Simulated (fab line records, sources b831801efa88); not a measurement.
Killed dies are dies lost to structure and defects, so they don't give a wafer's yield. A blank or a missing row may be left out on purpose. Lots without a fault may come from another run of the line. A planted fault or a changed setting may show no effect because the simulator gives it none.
Split-lot experiment | flow sky130 | 5 lots, 23 wafers read, on a route of 708 steps

THE SPLIT
At SKY_POLY_GATE_IMPLANT_02, the setting energy_kev was moved away from the recipe's 30 on 9 of the 23 wafers read, by -4.1% to +2.5%. The other wafers ran this setting at the recipe's value.

The reading is taken at the split's own step.

THE READING
implant.drp_nm (the simulator's own value, which no gauge read), in nm, at SKY_POLY_GATE_IMPLANT_02. The file gives no usual value for it.

wafer  | tool, chamber at the split | energy_kev as run | against the recipe | implant.drp_nm, nm | against lot-mates on the recipe
L074.1 | implanter-03, 0            | 30                | recipe             | 16.6               | -
L074.2 | implanter-03, 0            | 30                | recipe             | 16.6               | -
L074.6 | implanter-03, 0            | 30                | recipe             | 16.6               | -
L074.4 | implanter-03, 0            | 29                | -3.3%              | 16.26              | -0.34
L074.5 | implanter-03, 0            | 29                | -3.3%              | 16.26              | -0.34
L076.1 | implanter-03, 0            | 30.76             | +2.5%              | 16.95              | +0.35
L076.3 | implanter-03, 0            | 30.76             | +2.5%              | 16.95              | +0.35
L076.5 | implanter-03, 0            | 30.76             | +2.5%              | 16.95              | +0.35
L076.2 | implanter-03, 0            | 30                | recipe             | 16.6               | -
L076.4 | implanter-03, 0            | 30                | recipe             | 16.6               | -
L080.1 | implanter-03, 0            | 30                | recipe             | 16.6               | -
L080.2 | implanter-03, 0            | 30                | recipe             | 16.6               | -
L080.3 | implanter-03, 0            | 30                | recipe             | 16.6               | -
L083.1 | implanter-03, 0            | 30                | recipe             | 16.6               | -
L083.3 | implanter-03, 0            | 30                | recipe             | 16.6               | -
L083.6 | implanter-03, 0            | 30                | recipe             | 16.6               | -
L083.2 | implanter-03, 0            | 30.61             | +2.0%              | 16.88              | +0.28
L083.4 | implanter-03, 0            | 30.61             | +2.0%              | 16.88              | +0.28
L085.1 | implanter-02, 0            | 30                | recipe             | 16.6               | -
L085.3 | implanter-02, 0            | 30                | recipe             | 16.6               | -
L085.4 | implanter-02, 0            | 30                | recipe             | 16.6               | -
L085.2 | implanter-02, 0            | 28.76             | -4.1%              | 16.18              | -0.42
L085.5 | implanter-02, 0            | 28.76             | -4.1%              | 16.18              | -0.42

THE FIT
A straight line over all 23 wafers: implant.drp_nm changes by +0.114 nm for each +1% of energy_kev; r = +0.99; the points scatter about the line by 0.027 nm.
The same after taking each lot's own level away (the mean of its wafers on the recipe; 23 wafers): +0.114 nm for each +1%; r = +0.99; scatter 0.027 nm.
On that fit, the largest move of energy_kev shifts the reading by 0.47 nm.
The lots' own levels span 16.600 to 16.600 nm.
So the lot-to-lot level changes the slope little: the two slopes agree.
Check: with one of the wafers moved furthest among these (-4.1%) left out of the fit, the line predicts -0.463 nm for it against its lot-mates. It came out at -0.42 nm against them.

OTHER SPLITS ON THESE WAFERS
These wafers also went through other splits before the reading. Each is held against what the fit with the lots' levels taken away leaves over:
other split on the same wafers           | wafers away from the commonest value | r with implant.drp_nm (lot level and that fit taken away)
SKY_VT_ADJUST_HVTR_COAT_02 resist_thk_nm | 7                                    | +0.08
SKY_GATE_OXIDE_OXIDATION_01 ox_time_s    | 18                                   | +0.18

THE WHOLE CHAIN: every reading that the file lists as answering this split, in the file's order
step                     | what it does    | reading                                                         | change (the file's fit)               | r (the file's)
SKY_POLY_GATE_IMPLANT_02 |                 | implant.rp_nm (the simulator's own value, which no gauge read)  | +0.274 nm for each +1% of the setting | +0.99
SKY_POLY_GATE_IMPLANT_02 |                 | implant.drp_nm (the simulator's own value, which no gauge read) | +0.111 nm for each +1% of the setting | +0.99
SKY_RES_PROTECT_STRIP_07 | strips in O2/N2 | strip_time_to_endpoint_s                                        | withheld for each +1% of the setting  | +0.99

THE FILE'S OWN FIT
implant.drp_nm changes by +0.111 nm for each +1% of energy_kev, r = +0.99.
